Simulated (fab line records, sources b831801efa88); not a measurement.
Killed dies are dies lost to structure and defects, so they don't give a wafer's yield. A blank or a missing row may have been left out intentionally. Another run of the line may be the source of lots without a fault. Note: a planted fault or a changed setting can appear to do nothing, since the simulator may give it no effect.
fab line records	flow gf180mcu	part 1 of 2: steps 1 to 23 of 36
record: lots: 5	wafers: 15	last-day: 32
route steps=602 shown VT_IMPLANT@114 MVSD@136 NWELL@137 LVPWELL@138 MVPSD@139 DUAL_GATE@141
lots that met no fault: from a run of the same line without faults
start-h: start of the lot's first displayed wafer, in hours after the record's first day	wait-h: hours from the lot's prior step to this one	" repeats the value in the row above	L1.1+2: several wafers, shown together as one row	- value missing, or start not given	* or withheld: withheld	< > ~ a bound
route shown NAME@n: names a module that has steps shown in the file, with the first one's number in the route	usual: mean/standard deviation taken from wafers without a fault	same: alike in all rows	chamber/n: place in a boat	sites: per-site readings	_std_site: the values' standard deviation	_edge_site: outer sites' mean less inner sites'	radius-mm: for every site, how far away it sits from the centre of the wafer	mask NAME#n: copy n	behind: tool/chamber where the wafer was last shaped	hold: why the lot was held/for how many hours/how that ended	device: which transistor (n, p or np) failed to switch	end of line: the same wafers' tests at the end of the route	step lacking rows: just its recipe	killed: at the first sort, the dies lost to defects and structure; wafer yield is something else	map: shows each die of a wafer: x if killed, . if not, _ if none is there
set.NAME: the setting the step ran with; set.NAME@STEP: the setting that earlier step ran with	model.NAME: the simulator's own value behind a step, which no gauge read
certain route steps with their lots: each step a table, each wafer a row
services: when a tool's chamber went out of use (start-h, in hours from the record's first day, below 0 if earlier), for how many hours, and the reason
== steps ==
step: GF_VT_IMPLANT_COAT_24
recipe: resist: NOVOLAK	spin-rpm: 3000	resist-thk-nm: 1000
usual: exhaust-pa: 44.9/0.96
lot.wafer	tool	chamber	start-h	wait-h	exhaust-pa
L074.1	litho-track-01	0	132.18	0.1	45.6
L074.4	"	0	"	"	45.3
L074.6	"	0	"	"	46.2
L081.1	litho-track-04	0	177.18	0.1	43.2
L081.3	"	0	"	"	45.0
L081.5	"	0	"	"	44.4
L084.1	litho-track-02	0	197.27	0.1	47.1
L084.2	"	0	"	"	46.2
L084.3	"	0	"	"	45.2
L086.2	litho-track-02	0	210.15	0.1	43.5
L086.3	"	0	"	"	43.7
L086.4	"	0	"	"	43.7
L089.1	litho-track-02	0	229.37	0.1	43.7
L089.2	"	0	"	"	45.0
L089.3	"	0	"	"	45.3
step: GF_VT_IMPLANT_SOFTBAKE_25
recipe: temp-c: 90	time-s: 60	resist: NOVOLAK
usual: exhaust-pa: 45.4/0.84
lot.wafer	tool	chamber	start-h	wait-h	exhaust-pa
L074.1	litho-track-01	0	132.33	0.1	44.6
L074.4	"	0	"	"	44.2
L074.6	"	0	"	"	44.5
L081.1	litho-track-04	0	177.33	0.1	45.3
L081.3	"	0	"	"	45.5
L081.5	"	0	"	"	45.6
L084.1	litho-track-02	0	197.42	0.1	45.6
L084.2	"	0	"	"	47.2
L084.3	"	0	"	"	46.7
L086.2	litho-track-02	0	210.30	0.1	45.3
L086.3	"	0	"	"	45.8
L086.4	"	0	"	"	46.4
L089.1	litho-track-02	0	229.52	0.1	47.1
L089.2	"	0	"	"	46.6
L089.3	"	0	"	"	45.5
step: GF_VT_IMPLANT_EXPOSE_26
recipe: mask-id: LVPWELL_HV_AREA	target-cd-nm: 860	na: 0.6	source-shape: conventional	sigma-outer: 0.6	dose-mj: 140
usual: focus-offset-nm: 0.0/0.48
same: sigma-outer: 0.6
lot.wafer	tool	chamber	start-h	wait-h	mask	focus-offset-nm
L074.1	iline-stepper-01	0	-	-	LVPWELL_HV_AREA#0	-0.4
L074.4	"	0	"	"	LVPWELL_HV_AREA#0	-0.8
L074.6	"	0	"	"	LVPWELL_HV_AREA#0	-0.1
L081.1	iline-stepper-01	0	-	-	LVPWELL_HV_AREA#0	-1.0
L081.3	"	0	"	"	LVPWELL_HV_AREA#0	-0.3
L081.5	"	0	"	"	LVPWELL_HV_AREA#0	-0.7
L084.1	iline-stepper-01	0	-	-	LVPWELL_HV_AREA#0	-0.1
L084.2	"	0	"	"	LVPWELL_HV_AREA#0	-0.1
L084.3	"	0	"	"	LVPWELL_HV_AREA#0	-0.4
L086.2	iline-stepper-02	0	-	-	LVPWELL_HV_AREA#0	0.0
L086.3	"	0	"	"	LVPWELL_HV_AREA#0	-0.4
L086.4	"	0	"	"	LVPWELL_HV_AREA#0	0.1
L089.1	iline-stepper-02	0	-	-	LVPWELL_HV_AREA#0	0.2
L089.2	"	0	"	"	LVPWELL_HV_AREA#0	-0.5
L089.3	"	0	"	"	LVPWELL_HV_AREA#0	-0.9
step: GF_VT_IMPLANT_PEB_27
recipe: temp-c: withheld	time-s: *	resist: NOVOLAK
usual: exhaust-pa: 45.1/0.87
lot.wafer	tool	chamber	start-h	wait-h	exhaust-pa
L074.1	litho-track-04	0	-	-	45.9
L074.4	"	0	"	"	45.7
L074.6	"	0	"	"	45.2
L081.1	litho-track-02	0	-	-	45.1
L081.3	"	0	"	"	44.1
L081.5	"	0	"	"	44.5
L084.1	litho-track-04	0	-	-	44.8
L084.2	"	0	"	"	44.6
L084.3	"	0	"	"	45.4
L086.2	litho-track-01	0	-	-	45.7
L086.3	"	0	"	"	45.2
L086.4	"	0	"	"	44.3
L089.1	litho-track-01	0	-	-	44.2
L089.2	"	0	"	"	44.8
L089.3	"	0	"	"	45.8
step: GF_VT_IMPLANT_DEVELOP_28
recipe: develop-time-s: 60	dev-temp-c: 23
usual: exhaust-pa: 45.1/0.91
lot.wafer	tool	chamber	start-h	wait-h	exhaust-pa
L074.1	litho-track-04	0	139.43	0.1	45.0
L074.4	"	0	"	"	45.4
L074.6	"	0	"	"	45.6
L081.1	litho-track-02	0	185.57	0.1	45.5
L081.3	"	0	"	"	45.4
L081.5	"	0	"	"	45.8
L084.1	litho-track-04	0	206.28	0.1	44.8
L084.2	"	0	"	"	45.0
L084.3	"	0	"	"	44.3
L086.2	litho-track-01	0	218.66	0.1	44.8
L086.3	"	0	"	"	44.4
L086.4	"	0	"	"	44.3
L089.1	litho-track-01	0	238.93	0.1	45.1
L089.2	"	0	"	"	45.2
L089.3	"	0	"	"	45.9
step: GF_VT_IMPLANT_OVL_MEAS_29
usual: VT_IMPLANT_02_OVL: -0.3/1.4
lot.wafer	tool	chamber	start-h	wait-h	VT_IMPLANT_02_OVL[nm]
L074.1	overlay-01	-	139.58	0.1	-0.3
L074.4	"	-	"	"	-2.7
L074.6	"	-	"	"	-0.7
L081.1	overlay-02	-	185.72	0.1	-1.6
L081.3	"	-	"	"	-2.6
L081.5	"	-	"	"	-1.7
L084.1	overlay-02	-	206.43	0.1	-0.9
L084.2	"	-	"	"	-3.9
L084.3	"	-	"	"	-0.3
L086.2	overlay-01	-	218.79	0.1	-1.6
L086.3	"	-	"	"	-2.3
L086.4	"	-	"	"	0.2
L089.1	overlay-02	-	239.08	0.1	-1.0
L089.2	"	-	"	"	1.7
L089.3	"	-	"	"	0.0
step: GF_VT_IMPLANT_IMPLANT_30
recipe: species: B	energy-kev: 25	dose-cm2: 2.534e+12	tilt-deg: 7
usual: dose-ions-cm2: 2.5337e+12/2.9e+09	faraday-current-uA: 14.29/0.25
lot.wafer	tool	chamber	start-h	wait-h	dose-ions-cm2	faraday-current-uA
L074.1	implanter-04	0	139.62	0.0	2.5328e+12	14.85
L074.4	"	0	"	"	2.5366e+12	14.46
L074.6	"	0	"	"	2.5342e+12	14.50
L081.1	implanter-02	0	185.76	0.0	2.5389e+12	14.15
L081.3	"	0	"	"	2.5381e+12	13.76
L081.5	"	0	"	"	2.5411e+12	14.37
L084.1	implanter-04	0	206.47	0.0	2.5376e+12	14.09
L084.2	"	0	"	"	2.5342e+12	14.20
L084.3	"	0	"	"	2.5311e+12	14.46
L086.2	implanter-04	0	218.84	0.0	2.5349e+12	14.22
L086.3	"	0	"	"	2.5325e+12	14.27
L086.4	"	0	"	"	2.5346e+12	14.49
L089.1	implanter-02	0	239.12	0.0	2.5374e+12	14.21
L089.2	"	0	"	"	2.5356e+12	14.34
L089.3	"	0	"	"	2.533e+12	14.55
step: GF_VT_IMPLANT_STRIP_31
recipe: chemistry: O2/N2	power-w: 1400	pressure-mtorr: 1500	platen-temp-c: 250	o2-flow-sccm: 3000	n2-flow-sccm: 300	overash-fraction: 0.5
usual: drypump-motor-current-A: 5.8/0.52	heater-power-w: 346/32	oes-product-au: 0.716/0.0052	strip-time-to-endpoint-s: 12.65/0.03
lot.wafer	tool	chamber	start-h	wait-h	drypump-motor-current-A	heater-power-w	oes-product-au	rf-hours-counter-h	strip-time-to-endpoint-s
L074.1	plasma-asher-04	0	139.77	0.1	6.0	364	0.712	53	12.62
L074.4	"	0	"	"	6.0	365	0.708	-	12.63
L074.6	"	0	"	"	6.0	366	0.709	-	12.64
L081.1	plasma-asher-04	0	185.91	0.1	6.0	372	0.719	58	12.62
L081.3	"	1	"	"	5.3	296	0.708	-	12.63
L081.5	"	1	"	"	5.3	284	0.717	-	12.64
L084.1	plasma-asher-04	0	206.62	0.1	6.1	360	0.712	60	12.66
L084.2	"	1	"	"	5.3	291	0.711	60	12.66
L084.3	"	0	"	"	6.1	380	0.715	-	12.65
L086.2	plasma-asher-04	0	218.97	0.1	6.0	362	0.715	61	12.60
L086.3	"	0	"	"	6.0	370	0.715	-	12.61
L086.4	"	1	"	"	5.3	293	0.719	-	12.63
L089.1	plasma-asher-01	1	239.27	0.1	5.2	383	0.715	13	12.64
L089.2	"	0	"	"	5.5	317	0.714	13	12.68
L089.3	"	1	"	"	5.2	374	0.721	-	12.66
step: GF_VT_IMPLANT_TW_MEAS_32
usual: VT_IMPLANT_3_TW: 265/3.3
lot.wafer	tool	chamber	start-h	wait-h	VT_IMPLANT_3_TW
L074.1	film-metro-01	-	139.87	0.1	262
L074.4	"	-	"	"	263
L074.6	"	-	"	"	264
L081.1	film-metro-03	-	186.01	0.1	270
L081.3	"	-	"	"	271
L081.5	"	-	"	"	269
L084.1	film-metro-03	-	206.72	0.1	271
L084.2	"	-	"	"	270
L084.3	"	-	"	"	269
L086.2	film-metro-04	-	219.08	0.1	266
L086.3	"	-	"	"	266
L086.4	"	-	"	"	265
L089.1	film-metro-01	-	239.37	0.1	262
L089.2	"	-	"	"	261
L089.3	"	-	"	"	261
step: GF_VT_IMPLANT_DEHYDRATE_33
recipe: temp-c: 200	time-s: 60
usual: exhaust-pa: 44.9/0.94
lot.wafer	tool	chamber	start-h	wait-h	exhaust-pa
L074.1	litho-track-01	0	147.28	7.4	45.1
L074.4	"	0	"	"	45.4
L074.6	"	0	"	"	43.9
L081.1	litho-track-04	0	193.78	7.8	46.1
L081.3	"	0	"	"	45.0
L081.5	"	0	"	"	45.1
L084.1	litho-track-02	0	214.97	8.2	43.5
L084.2	"	0	"	"	45.0
L084.3	"	0	"	"	44.0
L086.2	litho-track-04	0	227.41	8.3	46.1
L086.3	"	0	"	"	44.6
L086.4	"	0	"	"	45.5
L089.1	litho-track-04	0	247.88	8.5	46.1
L089.2	"	0	"	"	47.5
L089.3	"	0	"	"	47.0
step: GF_VT_IMPLANT_HMDS_34
recipe: prime-time-s: 60	prime-temp-c: 120
usual: exhaust-pa: 45.0/0.83
lot.wafer	tool	chamber	start-h	wait-h	exhaust-pa
L074.1	litho-track-01	0	147.43	0.1	44.4
L074.4	"	0	"	"	45.6
L074.6	"	0	"	"	45.2
L081.1	litho-track-04	0	193.93	0.1	44.9
L081.3	"	0	"	"	44.7
L081.5	"	0	"	"	44.2
L084.1	litho-track-02	0	215.12	0.1	45.0
L084.2	"	0	"	"	44.6
L084.3	"	0	"	"	44.4
L086.2	litho-track-04	0	227.56	0.1	46.7
L086.3	"	0	"	"	45.6
L086.4	"	0	"	"	46.4
L089.1	litho-track-04	0	248.03	0.1	44.7
L089.2	"	0	"	"	45.3
L089.3	"	0	"	"	45.2
step: GF_VT_IMPLANT_COAT_35
recipe: resist: NOVOLAK	spin-rpm: 3000	resist-thk-nm: 1000
usual: exhaust-pa: 45.1/1
lot.wafer	tool	chamber	start-h	wait-h	exhaust-pa
L074.1	litho-track-01	0	147.58	0.1	45.1
L074.4	"	0	"	"	45.3
L074.6	"	0	"	"	44.9
L081.1	litho-track-04	0	194.08	0.1	46.4
L081.3	"	0	"	"	45.9
L081.5	"	0	"	"	46.4
L084.1	litho-track-02	0	215.27	0.1	43.7
L084.2	"	0	"	"	44.3
L084.3	"	0	"	"	45.0
L086.2	litho-track-04	0	227.71	0.1	43.9
L086.3	"	0	"	"	43.9
L086.4	"	0	"	"	44.3
L089.1	litho-track-04	0	248.18	0.1	46.8
L089.2	"	0	"	"	46.0
L089.3	"	0	"	"	44.9
step: GF_VT_IMPLANT_SOFTBAKE_36
recipe: temp-c: 90	time-s: 60	resist: NOVOLAK
usual: exhaust-pa: 44.9/0.84
lot.wafer	tool	chamber	start-h	wait-h	exhaust-pa
L074.1	litho-track-01	0	147.73	0.1	45.3
L074.4	"	0	"	"	45.5
L074.6	"	0	"	"	45.7
L081.1	litho-track-04	0	194.23	0.1	45.8
L081.3	"	0	"	"	44.9
L081.5	"	0	"	"	45.0
L084.1	litho-track-02	0	215.42	0.1	45.4
L084.2	"	0	"	"	45.7
L084.3	"	0	"	"	44.9
L086.2	litho-track-04	0	227.86	0.1	44.7
L086.3	"	0	"	"	44.8
L086.4	"	0	"	"	44.9
L089.1	litho-track-04	0	248.33	0.1	43.8
L089.2	"	0	"	"	44.2
L089.3	"	0	"	"	44.4
step: GF_VT_IMPLANT_EXPOSE_37
recipe: mask-id: Nwell_HV_AREA	target-cd-nm: 860	na: 0.6	source-shape: conventional	sigma-outer: 0.6	dose-mj: 140
usual: focus-offset-nm: -0.2/0.51
same: sigma-outer: 0.6
lot.wafer	tool	chamber	start-h	wait-h	mask	focus-offset-nm
L074.1	iline-stepper-02	0	-	-	Nwell_HV_AREA#0	0.1
L074.4	"	0	"	"	Nwell_HV_AREA#0	-0.3
L074.6	"	0	"	"	Nwell_HV_AREA#0	-0.3
L081.1	iline-stepper-02	0	-	-	Nwell_HV_AREA#0	0.1
L081.3	"	0	"	"	Nwell_HV_AREA#0	-0.1
L081.5	"	0	"	"	Nwell_HV_AREA#0	0.1
L084.1	iline-stepper-01	0	-	-	Nwell_HV_AREA#0	-0.9
L084.2	"	0	"	"	Nwell_HV_AREA#0	0.3
L084.3	"	0	"	"	Nwell_HV_AREA#0	0.0
L086.2	iline-stepper-01	0	-	-	Nwell_HV_AREA#0	-0.3
L086.3	"	0	"	"	Nwell_HV_AREA#0	0.1
L086.4	"	0	"	"	Nwell_HV_AREA#0	0.2
L089.1	iline-stepper-02	0	-	-	Nwell_HV_AREA#0	-0.2
L089.2	"	0	"	"	Nwell_HV_AREA#0	-0.9
L089.3	"	0	"	"	Nwell_HV_AREA#0	-0.3
step: GF_VT_IMPLANT_PEB_38
recipe: temp-c: withheld	time-s: *	resist: NOVOLAK
usual: exhaust-pa: 45.0/0.74
lot.wafer	tool	chamber	start-h	wait-h	exhaust-pa
L074.1	litho-track-02	0	-	-	44.2
L074.4	"	0	"	"	45.1
L074.6	"	0	"	"	43.8
L081.1	litho-track-01	0	-	-	45.2
L081.3	"	0	"	"	46.8
L081.5	"	0	"	"	45.7
L084.1	litho-track-01	0	-	-	45.1
L084.2	"	0	"	"	44.8
L084.3	"	0	"	"	46.0
L086.2	litho-track-01	0	-	-	44.1
L086.3	"	0	"	"	44.3
L086.4	"	0	"	"	44.9
L089.1	litho-track-04	0	-	-	45.7
L089.2	"	0	"	"	44.3
L089.3	"	0	"	"	43.5
step: GF_VT_IMPLANT_DEVELOP_39
recipe: develop-time-s: 60	dev-temp-c: 23
usual: exhaust-pa: 44.9/0.93
lot.wafer	tool	chamber	start-h	wait-h	exhaust-pa
L074.1	litho-track-02	0	155.47	0.1	45.9
L074.4	"	0	"	"	47.3
L074.6	"	0	"	"	45.2
L081.1	litho-track-01	0	202.58	0.1	44.8
L081.3	"	0	"	"	46.8
L081.5	"	0	"	"	44.8
L084.1	litho-track-01	0	224.18	0.1	45.2
L084.2	"	0	"	"	44.6
L084.3	"	0	"	"	45.0
L086.2	litho-track-01	0	237.06	0.1	44.2
L086.3	"	0	"	"	45.4
L086.4	"	0	"	"	45.6
L089.1	litho-track-04	0	257.53	0.1	44.2
L089.2	"	0	"	"	43.8
L089.3	"	0	"	"	44.8
step: GF_VT_IMPLANT_OVL_MEAS_40
usual: VT_IMPLANT_03_OVL: -0.2/1.4
lot.wafer	tool	chamber	start-h	wait-h	VT_IMPLANT_03_OVL[nm]
L074.1	overlay-02	-	155.62	0.1	-2.2
L074.4	"	-	"	"	0.0
L074.6	"	-	"	"	-1.4
L081.1	overlay-01	-	202.73	0.1	-1.6
L081.3	"	-	"	"	-1.9
L081.5	"	-	"	"	0.3
L084.1	overlay-02	-	224.33	0.1	1.9
L084.2	"	-	"	"	-0.2
L084.3	"	-	"	"	-1.0
L086.2	overlay-02	-	237.19	0.1	-1.7
L086.3	"	-	"	"	-1.0
L086.4	"	-	"	"	0.3
L089.1	overlay-02	-	257.68	0.1	3.8
L089.2	"	-	"	"	1.7
L089.3	"	-	"	"	2.7
step: GF_VT_IMPLANT_IMPLANT_41
recipe: species: As	energy-kev: 70	dose-cm2: 1.013e+12	tilt-deg: 7
usual: dose-ions-cm2: 1.0132e+12/1.1e+09	faraday-current-uA: 5.73/0.12
lot.wafer	tool	chamber	start-h	wait-h	dose-ions-cm2	faraday-current-uA
L074.1	implanter-04	0	155.66	0.0	1.0129e+12	5.87
L074.4	"	0	"	"	1.0124e+12	5.64
L074.6	"	0	"	"	1.013e+12	5.63
L081.1	implanter-04	0	202.77	0.0	1.0117e+12	5.73
L081.3	"	0	"	"	1.0112e+12	5.66
L081.5	"	0	"	"	1.0109e+12	5.69
L084.1	implanter-01	0	224.37	0.0	1.0142e+12	5.67
L084.2	"	0	"	"	1.0114e+12	5.91
L084.3	"	0	"	"	1.0138e+12	5.76
L086.2	implanter-01	0	237.24	0.0	1.015e+12	5.92
L086.3	"	0	"	"	1.0127e+12	5.69
L086.4	"	0	"	"	1.0132e+12	5.90
L089.1	implanter-02	0	257.72	0.0	1.0119e+12	5.61
L089.2	"	0	"	"	1.0117e+12	5.96
L089.3	"	0	"	"	1.0125e+12	5.57
step: GF_VT_IMPLANT_STRIP_42
recipe: chemistry: O2/N2	power-w: 1400	pressure-mtorr: 1500	platen-temp-c: 250	o2-flow-sccm: 3000	n2-flow-sccm: 300	overash-fraction: 0.5
usual: drypump-motor-current-A: 5.9/0.56	heater-power-w: 351/28	oes-product-au: 0.716/0.0048	strip-time-to-endpoint-s: 12.64/0.037
lot.wafer	tool	chamber	start-h	wait-h	drypump-motor-current-A	heater-power-w	oes-product-au	rf-hours-counter-h	strip-time-to-endpoint-s
L074.1	plasma-asher-01	0	155.81	0.1	5.5	318	0.721	4	12.66
L074.4	"	0	"	"	5.5	315	0.717	-	12.63
L074.6	"	0	"	"	5.5	324	0.722	-	12.61
L081.1	plasma-asher-01	0	202.92	0.1	5.5	320	0.718	9	12.64
L081.3	"	0	"	"	5.6	330	0.713	-	12.68
L081.5	"	1	"	"	5.2	389	0.719	-	12.65
L084.1	plasma-asher-04	0	224.52	0.1	6.0	369	0.711	62	12.65
L084.2	"	1	"	"	5.3	296	0.711	62	12.66
L084.3	"	1	"	"	5.3	285	0.720	-	12.67
L086.2	plasma-asher-03	1	237.37	0.1	6.7	376	0.713	44	12.68
L086.3	"	0	"	"	6.3	348	0.717	-	12.67
L086.4	"	1	"	"	6.7	372	0.712	-	12.75
L089.1	plasma-asher-04	1	257.87	0.1	5.3	286	0.716	66	12.64
L089.2	"	0	"	"	6.0	363	0.717	66	12.63
L089.3	"	0	"	"	6.0	368	0.710	-	12.65
step: GF_VT_IMPLANT_TW_MEAS_43
usual: VT_IMPLANT_4_TW: 684/8.5
lot.wafer	tool	chamber	start-h	wait-h	VT_IMPLANT_4_TW
L074.1	film-metro-03	-	155.91	0.1	692
L074.4	"	-	"	"	693
L074.6	"	-	"	"	695
L081.1	film-metro-01	-	203.02	0.1	675
L081.3	"	-	"	"	674
L081.5	"	-	"	"	680
L084.1	film-metro-03	-	224.62	0.1	693
L084.2	"	-	"	"	691
L084.3	"	-	"	"	687
L086.2	film-metro-01	-	237.48	0.1	675
L086.3	"	-	"	"	677
L086.4	"	-	"	"	676
L089.1	film-metro-01	-	257.97	0.1	678
L089.2	"	-	"	"	680
L089.3	"	-	"	"	679
step: GF_VT_IMPLANT_CLEAN_44
recipe: chemistry: SC1/SC2	mix: 1:4:20	temp-c: 70	time-s: 150	dry: n2-spin
lot.wafer	tool	chamber	start-h	wait-h
L074.1+4+6	wet-bench-04	1	155.97	0.1
L081.1+3+5	wet-bench-04	0	203.08	0.1
L084.1+2+3	wet-bench-02	3	224.68	0.1
L086.2+3+4	wet-bench-01	0	237.53	0.0
L089.1+2+3	wet-bench-02	1	258.03	0.1
step: GF_VT_IMPLANT_RTA_45
recipe: temp-c: 1050	time-s: 30	ambient: N2
usual: lamp-power-pct: 36/3.9	wafer_temp_C_max: 1056.5/1.5
lot.wafer	tool	chamber	start-h	wait-h	lamp-power-pct	wafer_temp_C_max
L074.1	rtp-anneal-01	0	156.02	0.0	32	1056.9
L074.4	"	0	"	"	32	1056.9
L074.6	"	0	"	"	32	1055.3
L081.1	rtp-anneal-01	0	203.13	0.0	32	1057.1
L081.3	"	0	"	"	32	1056.6
L081.5	"	0	"	"	32	1054.9
L084.1	rtp-anneal-01	0	224.73	0.0	32	1056.4
L084.2	"	0	"	"	32	1055.3
L084.3	"	0	"	"	32	1055.4
L086.2	rtp-anneal-02	0	237.60	0.0	40	1056.3
L086.3	"	0	"	"	40	1056.8
L086.4	"	0	"	"	40	1057.8
L089.1	rtp-anneal-02	0	258.08	0.0	40	1058.1
L089.2	"	0	"	"	40	1058.2
L089.3	"	0	"	"	40	1061.5
step: GF_VT_IMPLANT_RS_MEAS_46
recipe: thk-meas-gauge: four-point-probe
usual: MVSD_RS: 456.8/1
lot.wafer	tool	chamber	start-h	wait-h	MVSD_RS[ohm/sq]
L074.1	film-metro-04	-	156.12	0.1	455.9
L074.4	"	-	"	"	456.5
L074.6	"	-	"	"	456.6
L081.1	film-metro-02	-	203.23	0.1	455.9
L081.3	"	-	"	"	455.8
L081.5	"	-	"	"	455.2
L084.1	film-metro-03	-	224.83	0.1	457.3
L084.2	"	-	"	"	457.7
L084.3	"	-	"	"	456.4
L086.2	film-metro-04	-	237.70	0.1	456.7
L086.3	"	-	"	"	456.1
L086.4	"	-	"	"	456.2
L089.1	film-metro-03	-	258.18	0.1	456.9
L089.2	"	-	"	"	454.8
L089.3	"	-	"	"	455.7
